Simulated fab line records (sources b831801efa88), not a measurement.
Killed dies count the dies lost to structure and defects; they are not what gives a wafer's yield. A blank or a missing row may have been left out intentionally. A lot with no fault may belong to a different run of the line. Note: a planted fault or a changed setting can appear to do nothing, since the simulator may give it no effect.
fab line records	flow sky130
record lots=5	wafers=15	last-day=49
route steps=708 shown CAPM@548 METAL3@555 PAD_OPEN@708
lots that met no fault: taken from a fault-free run of the same line
start-h: hours from the record's first day to the start of the lot's first wafer shown	wait-h: time in hours since the lot's previous step	" unchanged from the row above	L1.1+2: several wafers, shown together as one row	- no value, or no start given	* or withheld: withheld	< > ~ a bound
route shown NAME@n: NAME is a module with steps in the file, n the number in the route of the first one	usual: mean/standard deviation of fault-free wafers	same: alike in all rows	chamber/n: place in a boat	sites: each site's reading	_std_site: the values' standard deviation	_edge_site: inner sites' mean taken away from outer sites' mean	radius-mm: for every site, how far away it sits from the centre of the wafer	mask NAME#n: copy n	behind: the most recent tool/chamber to have shaped the wafer	hold: why the lot went on hold/how many hours it stayed there/how the hold came to an end	device: whichever transistor did not switch (one of n, p or np)	end of line: tests run on the same wafers once the route is complete	step lacking rows: just its recipe	killed: dies that structure and defects cost at the first sort, which is not the same as the wafer's yield	map: shows each die of a wafer: x if killed, . if not, _ if none is there
set.NAME: the run value of the setting; set.NAME@STEP: its run value at that earlier step	model.NAME: the simulator's own value behind a step, which no gauge read
lots at some steps of the route; a table a step, a row a wafer
services: the hour from which a tool's chamber was out of use, counted from the record's first day as start-h (under 0 if before that day), plus the number of hours and why
## steps
# step SKY_CAPM_DEVELOP_11
# recipe resist=NOVOLAK	developer=TMAH	develop-time-s=60	dev-temp-c=23
# step SKY_CAPM_OVL_MEAS_12
# usual CAPM_OVL=-0.4/1.2
lot.wafer	tool	chamber	start-h	wait-h	CAPM_OVL[nm]
L853.1	overlay-02	-	906.84	0.1	-0.1
L853.3	"	-	"	"	-1.2
L853.6	"	-	"	"	0.7
L854.1	overlay-02	-	931.81	0.1	-3.3
L854.3	"	-	"	"	0.2
L854.6	"	-	"	"	-0.6
L866.3	overlay-02	-	1001.86	0.1	-2.2
L866.4	"	-	"	"	-0.5
L866.6	"	-	"	"	-1.3
L867.1	overlay-02	-	1004.79	0.1	-1.4
L867.4	"	-	"	"	-1.0
L867.5	"	-	"	"	-2.6
L869.1	overlay-01	-	1016.54	0.1	-0.1
L869.4	"	-	"	"	0.1
L869.5	"	-	"	"	0.7
# step SKY_CAPM_METAL_ETCH_13
# recipe target-depth-nm=220	stop-on=SiO2	chemistry=Cl2/BCl3	target=TiN	pressure-mtorr=10	icp-w=900	bias-w=48.5	Cl2_flow_sccm=60	bcl3-flow-sccm=30	time-s=62.9
# usual bcl3-flow-sccm=30.01/0.1	drypump-motor-current-A=5.8/0.38	oes-product-au=0.939/0.0082	throttle-valve-pct=21.903/0.0092
lot.wafer	tool	chamber	start-h	wait-h	bcl3-flow-sccm	drypump-motor-current-A	oes-product-au	rf-hours-counter-h	throttle-valve-pct
L853.1	rie-metal-02	1	906.87	0.0	29.94	6.2	0.952	0	21.899
L853.3	"	0	"	"	30.07	6.1	0.953	-	21.886
L853.6	"	1	"	"	30.04	6.2	0.960	-	21.890
L854.1	rie-metal-04	0	931.85	0.0	30.12	6.2	0.938	15	21.900
L854.3	"	0	"	"	30.09	6.2	0.944	-	21.904
L854.6	"	0	"	"	30.06	6.2	0.933	-	21.905
L866.3	rie-metal-01	0	1001.91	0.0	29.90	5.8	0.935	-	21.890
L866.4	"	1	"	"	29.98	5.3	0.946	-	21.906
L866.6	"	0	"	"	29.92	5.8	0.950	-	21.912
L867.1	rie-metal-02	1	1004.82	0.0	29.91	6.1	0.931	5	21.901
L867.4	"	1	"	"	29.85	6.1	0.941	-	21.903
L867.5	"	1	"	"	29.93	6.1	0.936	-	21.902
L869.1	rie-metal-01	1	1016.57	0.0	29.94	5.3	0.931	1	21.909
L869.4	"	1	"	"	29.95	5.3	0.935	-	21.896
L869.5	"	1	"	"	29.88	5.3	0.940	-	21.913
# step SKY_CAPM_STRIP_14
# recipe chemistry=O2/N2	power-w=1400	pressure-mtorr=1500	platen-temp-c=withheld	o2-flow-sccm=3000	n2-flow-sccm=300	overash-fraction=0.5
# usual drypump-motor-current-A=5.7/0.44	o2-flow-sccm=3001/8.4	oes-product-au=0.710/0.0045	strip-time-to-endpoint-s=12.63/0.046
lot.wafer	tool	chamber	start-h	wait-h	drypump-motor-current-A	o2-flow-sccm	oes-product-au	rf-hours-counter-h	strip-time-to-endpoint-s
L853.1	plasma-asher-01	0	906.95	0.1	5.7	3002	0.710	16	12.66
L853.3	"	0	"	"	5.7	3013	0.707	-	12.63
L853.6	"	0	"	"	5.7	3007	0.704	-	12.68
L854.1	plasma-asher-03	0	931.95	0.1	5.0	3000	0.708	108	12.71
L854.3	"	0	"	"	5.0	2999	0.708	-	12.71
L854.6	"	1	"	"	5.8	2982	0.710	-	12.64
L866.3	plasma-asher-02	1	1002.00	0.1	5.4	2998	0.719	-	12.64
L866.4	"	0	"	"	6.2	2994	0.712	-	12.62
L866.6	"	0	"	"	6.2	2996	0.713	-	12.68
L867.1	plasma-asher-03	0	1004.90	0.1	4.9	3016	0.714	115	12.66
L867.4	"	0	"	"	5.0	3009	0.713	-	12.65
L867.5	"	0	"	"	5.0	3005	0.712	-	12.66
L869.1	plasma-asher-02	1	1016.65	0.1	5.4	2991	0.714	58	12.63
L869.4	"	1	"	"	5.4	2996	0.718	-	12.62
L869.5	"	1	"	"	5.4	2994	0.703	-	12.61
# step SKY_CAPM_STRIP_15
# recipe chemistry=post-etch-residue-remover	time-s=1200	temp-c=72.5
# step SKY_CAPM_CLEAN_16
# recipe chemistry=IPA	time-s=180	temp-c=25
# step SKY_CAPM_CLEAN_17
# recipe chemistry=O3/DIW	dry=n2-spin
# step SKY_METAL3_DEHYDRATE_05
# recipe temp-c=200	time-s=60
# step SKY_METAL3_HMDS_06
# recipe prime-time-s=60	prime-temp-c=120
# step SKY_METAL3_COAT_07
# recipe resist=BARC	temp-c=withheld	time-s=withheld	spin-rpm=3000	resist-thk-nm=60
# step SKY_METAL3_COAT_08
# recipe resist=KrF-thick	spin-rpm=3000	resist-thk-nm=1140
# step SKY_METAL3_SOFTBAKE_09
# recipe temp-c=100	time-s=90	resist=KrF-thick
# step SKY_METAL3_EXPOSE_10
# recipe mask-id=MM3	na=0.68	source-shape=annular	sigma-inner=0.4	sigma-outer=0.8	target-cd-nm=300	dose-mj=28
# usual focus-offset-nm=-0.1/0.53
lot.wafer	tool	chamber	start-h	wait-h	mask	focus-offset-nm
L853.1	krf-scanner-02	0	920.61	-	MM3#0	-0.5
L853.3	"	0	"	"	MM3#0	0.3
L853.6	"	0	"	"	MM3#0	-0.9
L854.1	krf-scanner-01	0	945.38	-	MM3#0	-0.9
L854.3	"	0	"	"	MM3#0	0.0
L854.6	"	0	"	"	MM3#0	0.0
L866.3	krf-scanner-01	0	1015.98	-	MM3#0	0.0
L866.4	"	0	"	"	MM3#0	0.7
L866.6	"	0	"	"	MM3#0	0.1
L867.1	krf-scanner-02	0	1018.41	-	MM3#0	0.6
L867.4	"	0	"	"	MM3#0	0.2
L867.5	"	0	"	"	MM3#0	0.6
L869.1	krf-scanner-01	0	1027.49	-	MM3#0	-0.8
L869.4	"	0	"	"	MM3#0	-0.6
L869.5	"	0	"	"	MM3#0	-1.3
# step SKY_METAL3_PEB_11
# recipe peb-temp-c=withheld	peb-time-s=withheld	resist=KrF-thick
# step SKY_METAL3_DEVELOP_12
# recipe develop-time-s=60	resist=KrF-thick	dev-temp-c=21
# step SKY_METAL3_CD_MEAS_13
# recipe target-cd-nm=300
# usual cd-nm=299.7/1.6
lot.wafer	tool	chamber	start-h	wait-h	cd-nm
L853.1	cd-sem-02	-	931.90	-	304.8
L853.3	"	-	"	"	303.9
L853.6	"	-	"	"	303.2
L854.1	cd-sem-02	-	956.15	-	297.8
L854.3	"	-	"	"	298.0
L854.6	"	-	"	"	299.6
L866.3	cd-sem-01	-	1026.29	-	297.7
L866.4	"	-	"	"	297.3
L866.6	"	-	"	"	299.3
L867.1	cd-sem-01	-	1028.99	-	299.2
L867.4	"	-	"	"	299.3
L867.5	"	-	"	"	263.5
L869.1	cd-sem-02	-	1039.45	-	299.1
L869.4	"	-	"	"	299.9
L869.5	"	-	"	"	297.9
# step SKY_METAL3_OVL_MEAS_14
# usual METAL3_OVL=0/4.4
lot.wafer	tool	chamber	start-h	wait-h	METAL3_OVL[nm]
L853.1	overlay-01	-	932.02	0.1	-3
L853.3	"	-	"	"	3
L853.6	"	-	"	"	-6
L854.1	overlay-01	-	956.27	0.1	3
L854.3	"	-	"	"	-3
L854.6	"	-	"	"	8
L866.3	overlay-01	-	1026.38	0.1	0
L866.4	"	-	"	"	-7
L866.6	"	-	"	"	-6
L867.1	overlay-01	-	1029.11	0.1	-5
L867.4	"	-	"	"	-3
L867.5	"	-	"	"	-2
L869.1	overlay-01	-	1039.57	0.1	2
L869.4	"	-	"	"	-1
L869.5	"	-	"	"	1
# step SKY_METAL3_DESCUM_15
# recipe chemistry=O2	source-power-w=150	bias-power-w=0	pressure-mtorr=10	temp-c=40	time-s=8
# usual drypump-motor-current-A=5.8/0.41	oes-product-au=1.002/0.01
lot.wafer	tool	chamber	start-h	wait-h	drypump-motor-current-A	oes-product-au	rf-hours-counter-h	model.METAL3.cd-nm
L853.1	rie-metal-02	0	932.06	0.0	6.0	1.004	7	304.7
L853.3	"	0	"	"	6.0	1.004	-	304.3
L853.6	"	0	"	"	6.0	1.014	-	303.2
L854.1	rie-metal-04	0	956.31	0.0	6.2	1.009	16	298.1
L854.3	"	0	"	"	6.2	1.011	-	298.2
L854.6	"	0	"	"	6.2	1.018	-	300.1
L866.3	rie-metal-02	0	1026.42	0.0	6.0	1.009	-	297.9
L866.4	"	1	"	"	6.1	0.994	-	297.1
L866.6	"	0	"	"	6.0	1.016	-	299
L867.1	rie-metal-04	1	1029.14	0.0	5.1	0.991	17	299.6
L867.4	"	0	"	"	6.2	1.000	-	299.4
L867.5	"	0	"	"	6.2	0.997	-	263.4
L869.1	rie-metal-02	0	1039.61	0.0	6.0	1.020	13	299.5
L869.4	"	0	"	"	6.0	1.020	-	300.7
L869.5	"	0	"	"	6.0	1.022	-	298.4
# step SKY_METAL3_ETCH_16
# recipe chemistry=N2/H2	target=BARC	ion-energy-ev=200	bias-w=100	pressure-mtorr=30	n2-flow-sccm=100	h2-flow-sccm=200	icp-w=500	stop-on=SiO2	time-s=88.2	target-depth-a=600
# usual drypump-motor-current-A=5.8/0.41	h2-flow-sccm=200.0/0.59	oes-product-au=0.626/0.005	throttle-valve-pct=13.205/0.0096
lot.wafer	tool	chamber	start-h	wait-h	drypump-motor-current-A	h2-flow-sccm	oes-product-au	rf-hours-counter-h	throttle-valve-pct
L853.1	rie-metal-02	0	932.09	0.0	6.0	200.5	0.620	7	13.194
L853.3	"	0	"	"	6.0	200.9	0.628	-	13.190
L853.6	"	0	"	"	6.1	200.6	0.633	-	13.199
L854.1	rie-metal-04	0	956.34	0.0	6.2	199.6	0.622	16	13.208
L854.3	"	0	"	"	6.2	200.4	0.622	-	13.199
L854.6	"	0	"	"	6.2	200.0	0.620	-	13.206
L866.3	rie-metal-02	0	1026.47	0.0	6.0	200.0	0.622	-	13.207
L866.4	"	1	"	"	6.1	200.6	0.627	-	13.193
L866.6	"	0	"	"	6.0	200.1	0.631	-	13.200
L867.1	rie-metal-04	1	1029.17	0.0	5.2	200.5	0.627	17	13.194
L867.4	"	0	"	"	6.2	200.1	0.627	-	13.199
L867.5	"	0	"	"	6.2	200.0	0.618	-	13.208
L869.1	rie-metal-02	0	1039.64	0.0	6.0	200.1	0.632	13	13.192
L869.4	"	0	"	"	6.0	201.0	0.615	-	13.218
L869.5	"	0	"	"	6.0	200.1	0.622	-	13.205
# step SKY_METAL3_ETCH_17
# recipe target=SiO2	stop-on=TiN	chemistry=C4F8/O2/Ar	source-w=1500	bias-w=1200	pressure-mtorr=40	c4f8-flow-sccm=withheld	O2_flow_sccm=6	Ar_flow_sccm=300	time-s=3.9	target-depth-a=150
# usual oes-product-au=0.755/0.0083
lot.wafer	tool	chamber	start-h	wait-h	oes-product-au	rf-hours-counter-h
L853.1	rie-diel-04	0	932.19	0.1	0.756	4
L853.3	"	3	"	"	0.764	6
L853.6	"	2	"	"	0.758	-
L854.1	rie-diel-04	0	956.44	0.1	0.754	4
L854.3	"	2	"	"	0.755	12
L854.6	"	0	"	"	0.766	-
L866.3	rie-diel-02	1	1026.54	0.0	0.747	23
L866.4	"	3	"	"	0.747	6
L866.6	"	1	"	"	0.756	-
L867.1	rie-diel-02	1	1029.27	0.1	0.754	23
L867.4	"	0	"	"	0.760	1
L867.5	"	1	"	"	0.759	-
L869.1	rie-diel-02	3	1039.74	0.1	0.749	6
L869.4	"	2	"	"	0.756	18
L869.5	"	1	"	"	0.752	-
# step SKY_METAL3_METAL_ETCH_18
# recipe target-depth-a=8450	stop-on=SiO2	over-etch-frac=0.3	time-s=183.1	chemistry=Cl2/BCl3	resist-sidewall-deg=88	pressure-mtorr=10	icp-w=900	bias-w=48.5	Cl2_flow_sccm=60	bcl3-flow-sccm=30
# usual bcl3-flow-sccm=29.99/0.079	drypump-motor-current-A=5.94/0.23	oes-product-au=0.867/0.0063	throttle-valve-pct=22.265/0.0085
lot.wafer	tool	chamber	start-h	wait-h	bcl3-flow-sccm	drypump-motor-current-A	oes-product-au	rf-hours-counter-h	throttle-valve-pct	model.METAL3.cd-nm
L853.1	rie-metal-03	0	932.21	0.0	30.01	5.86	0.866	1	22.254	305
L853.3	"	0	"	"	29.99	5.86	0.863	-	22.272	308.5
L853.6	"	1	"	"	29.83	5.96	0.857	-	22.281	298.6
L854.1	rie-metal-03	0	956.46	0.0	30.06	5.86	0.859	2	22.277	294.2
L854.3	"	0	"	"	30.04	5.87	0.867	-	22.268	296.9
L854.6	"	0	"	"	30.10	5.87	0.869	-	22.263	299.1
L866.3	rie-metal-03	0	1026.68	0.1	30.02	5.87	0.863	-	22.250	304.2
L866.4	"	0	"	"	30.12	5.87	0.868	-	22.245	305.6
L866.6	"	0	"	"	30.05	5.86	0.867	-	22.281	308
L867.1	rie-metal-03	0	1029.29	0.0	30.05	5.85	0.866	7	22.273	305.9
L867.4	"	0	"	"	29.95	5.89	0.867	-	22.254	304.1
L867.5	"	0	"	"	29.95	5.86	0.870	-	22.262	267.7
L869.1	rie-metal-04	1	1039.76	0.0	29.94	5.16	0.866	18	22.266	291.9
L869.4	"	1	"	"	29.94	5.16	0.867	-	22.263	294.9
L869.5	"	1	"	"	30.07	5.16	0.864	-	22.279	295
# step SKY_METAL3_STRIP_19
# recipe chemistry=O2/N2	power-w=1400	pressure-mtorr=1500	platen-temp-c=withheld	o2-flow-sccm=3000	n2-flow-sccm=300	overash-fraction=0.5
# usual drypump-motor-current-A=5.6/0.35	o2-flow-sccm=3001/8.6	oes-product-au=0.502/0.006	strip-time-to-endpoint-s=6.54/0.1
lot.wafer	tool	chamber	start-h	wait-h	drypump-motor-current-A	o2-flow-sccm	oes-product-au	rf-hours-counter-h	strip-time-to-endpoint-s
L853.1	plasma-asher-04	0	932.38	0.1	5.8	2995	0.499	79	6.55
L853.3	"	0	"	"	5.8	3010	0.502	-	6.58
L853.6	"	1	"	"	5.3	3002	0.511	-	6.66
L854.1	plasma-asher-04	0	956.63	0.1	5.8	3002	0.495	81	6.58
L854.3	"	0	"	"	5.8	3020	0.508	-	6.66
L854.6	"	0	"	"	5.8	3002	0.505	-	6.56
L866.3	plasma-asher-01	1	1026.95	0.2	6.2	3000	0.512	-	6.55
L866.4	"	0	"	"	5.7	2997	0.498	-	6.57
L866.6	"	1	"	"	6.1	3005	0.502	-	6.59
L867.1	plasma-asher-04	0	1029.65	0.3	5.8	3002	0.512	89	6.61
L867.4	"	0	"	"	5.8	2992	0.510	-	6.57
L867.5	"	0	"	"	5.8	2994	0.499	-	6.61
L869.1	plasma-asher-01	0	1039.93	0.1	5.7	2996	0.498	29	6.54
L869.4	"	1	"	"	6.1	2980	0.501	-	6.58
L869.5	"	0	"	"	5.7	3006	0.504	-	6.61
# step SKY_PAD_OPEN_PROBE_99
lot.wafer	tool	chamber	start-h	wait-h	model.etest.met3.width-nm	model.etest.met3.line-ohm-um
L853.1	prober-01	-	1099.49	0.1	305.6	0.139
L853.3	prober-01	-	1099.59	0.2	308.7	0.1387
L853.6	prober-01	-	1099.74	0.2	299.3	0.1413
L854.1	prober-01	-	1119.03	0.1	293.2	0.1475
L854.3	prober-01	-	1119.13	0.2	298.8	0.1398
L854.6	prober-01	-	1119.28	0.2	300.7	0.1407
L866.3	prober-01	-	1176.11	0.2	303.1	0.1418
L866.4	prober-01	-	1176.16	0.2	304.1	0.1387
L866.6	prober-01	-	1176.26	0.2	306.9	0.1376
L867.1	prober-02	-	1178.08	0.1	303.9	0.1409
L867.4	prober-02	-	1178.23	0.2	300.8	0.1411
L867.5	prober-02	-	1178.28	0.2	271.8	0.1569
L869.1+5	prober-02	-	1185.01	0.1	293.5	0.1461
L869.4	prober-02	-	1185.16	0.2	295.4	0.1448
# killed by level:class
L853.1 VIA1:geometric-particle:open=14 VIA2:geometric-particle:open=9 POLY_GATE:geometric-particle:open=8 LI_CONTACT:geometric-particle:open=7 VIA1:geometric-particle:short=5 METAL2:geometric-particle:short=5 VIA3:geometric-particle:open=5 FIELD_ISO:geometric-particle:open=3
L853.3 CONTACT:geometric-particle:open=12 VIA1:geometric-particle:open=9 LOCAL_INTERCONNECT:geometric-particle:short=7 LI_CONTACT:geometric-particle:open=6 VIA3:geometric-particle:open=5 FIELD_ISO:geometric-particle:short=4 METAL2:geometric-particle:short=4 POLY_GATE:geometric-particle:short=3
L853.6 CONTACT:geometric-particle:open=14 POLY_GATE:geometric-particle:short=9 VIA3:geometric-particle:open=9 VIA1:geometric-particle:open=8 VIA2:geometric-particle:open=7 LI_CONTACT:geometric-particle:open=5 CONTACT:geometric-particle:short=5 LI_CONTACT:geometric-particle:short=4
L854.1 CONTACT:geometric-particle:open=16 LI_CONTACT:geometric-particle:open=7 CONTACT:geometric-particle:short=7 METAL2:geometric-particle:short=7 VIA1:geometric-particle:open=7 POLY_GATE:geometric-particle:open=6 VIA3:geometric-particle:open=5 VIA2:geometric-particle:open=4
L854.3 CONTACT:geometric-particle:open=10 LI_CONTACT:geometric-particle:open=9 VIA2:geometric-particle:open=9 FIELD_ISO:geometric-particle:short=8 VIA1:geometric-particle:open=8 VIA1:geometric-particle:short=6 METAL2:geometric-particle:short=5 METAL1:geometric-particle:short=5
L854.6 VIA1:geometric-particle:open=11 FIELD_ISO:geometric-particle:open=8 CONTACT:geometric-particle:short=7 VIA2:geometric-particle:open=6 VIA3:geometric-particle:short=5 VIA1:geometric-particle:short=4 POLY_GATE:geometric-particle:short=3 LI_CONTACT:geometric-particle:open=3
L866.3 VIA3:geometric-particle:open=12 CONTACT:geometric-particle:open=8 VIA1:geometric-particle:open=8 METAL1:geometric-particle:short=7 VIA2:geometric-particle:open=6 CONTACT:geometric-particle:short=5 VIA1:geometric-particle:short=5 FIELD_ISO:geometric-particle:open=4
L866.4 VIA1:geometric-particle:open=12 LI_CONTACT:geometric-particle:open=8 CONTACT:geometric-particle:short=6 VIA2:geometric-particle:open=6 VIA3:geometric-particle:open=6 CONTACT:geometric-particle:open=5 METAL1:geometric-particle:short=5 POLY_GATE:geometric-particle:short=4
L866.6 VIA1:geometric-particle:open=10 CONTACT:geometric-particle:open=10 VIA3:geometric-particle:open=10 VIA2:geometric-particle:open=7 METAL2:geometric-particle:short=6 LI_CONTACT:geometric-particle:open=6 POLY_GATE:geometric-particle:short=5 FIELD_ISO:geometric-particle:open=4
L869.1 CONTACT:geometric-particle:open=10 VIA1:geometric-particle:open=9 VIA3:geometric-particle:open=9 LI_CONTACT:geometric-particle:open=7 LOCAL_INTERCONNECT:geometric-particle:short=6 CONTACT:geometric-particle:short=5 METAL2:geometric-particle:short=5 FIELD_ISO:geometric-particle:short=4
L869.4 VIA3:geometric-particle:open=10 VIA1:geometric-particle:open=8 VIA2:geometric-particle:open=8 VIA3:geometric-particle:short=6 LI_CONTACT:geometric-particle:open=5 CONTACT:geometric-particle:short=5 CONTACT:geometric-particle:open=4 VIA1:geometric-particle:short=4
L869.5 VIA1:geometric-particle:open=11 CONTACT:geometric-particle:open=9 FIELD_ISO:geometric-particle:open=7 METAL2:geometric-particle:short=6 VIA3:geometric-particle:short=5 VIA3:geometric-particle:open=5 LI_CONTACT:geometric-particle:open=4 LOCAL_INTERCONNECT:geometric-particle:short=4
## services
tool	chamber	start-h	hours	kind
krf-scanner-02	-	883.38	4.3	repair
plasma-asher-03	-	886.42	2.8	pm
krf-scanner-01	-	887.73	3.6	pm
rie-diel-04	1	890.73	2.5	repair
krf-scanner-01	-	891.28	1.3	pm
plasma-asher-04	-	895.30	5.5	repair
rie-diel-04	0	900.77	12.4	repair
krf-scanner-01	-	918.97	1.0	pm
rie-metal-01	-	935.88	0.3	repair
rie-diel-02	0	939.08	9.1	repair
rie-diel-02	1	945.24	4.0	repair
krf-scanner-02	-	946.65	1.0	pm
rie-diel-04	-	949.80	2.8	pm
rie-metal-04	-	956.44	1.4	pm
rie-diel-02	2	961.55	20.1	repair
krf-scanner-01	-	965.83	0.3	repair
krf-scanner-01	-	971.90	1.4	repair
krf-scanner-01	-	986.96	0.8	pm
krf-scanner-01	-	989.34	0.8	pm
krf-scanner-01	-	1005.29	4.0	pm
plasma-asher-01	-	1009.62	2.8	pm
rie-metal-03	1	1011.18	27.6	repair
rie-diel-02	2	1022.77	1.9	repair
rie-metal-03	0	1031.79	19.2	repair
## key
first-sign step=SKY_METAL3_CD_MEAS_13	reading=cd-nm	direction=down	sigmas=23	usual=299.7	struck=263.5
effect none on later readings
model-effect step=SKY_METAL3_DESCUM_15	value=METAL3.cd-nm	without=300.9	struck=263.4
model-effect step=SKY_METAL3_METAL_ETCH_18	value=METAL3.cd-nm	without=305.1	struck=267.7
model-effect step=SKY_PAD_OPEN_PROBE_99	value=etest.met3.width-nm	without=309.3	struck=271.8
met-at SKY_METAL3_EXPOSE_10
struck-wafers L867.5
sort-left-out L867.5
onset-between 920.61 1018.41
fault kind=process-parameter-drift	tool=krf-scanner-02	chamber=-	onset-h=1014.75	steps=SKY_METAL3_EXPOSE_10	channel=focus-nm	offset=305.19	shape=step	end-h=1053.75	scope=struck-wafers-only
# sort-left-out: the simulated sort isn't trusted on such a fault, so these wafers' sort isn't shown, and their yield isn't known
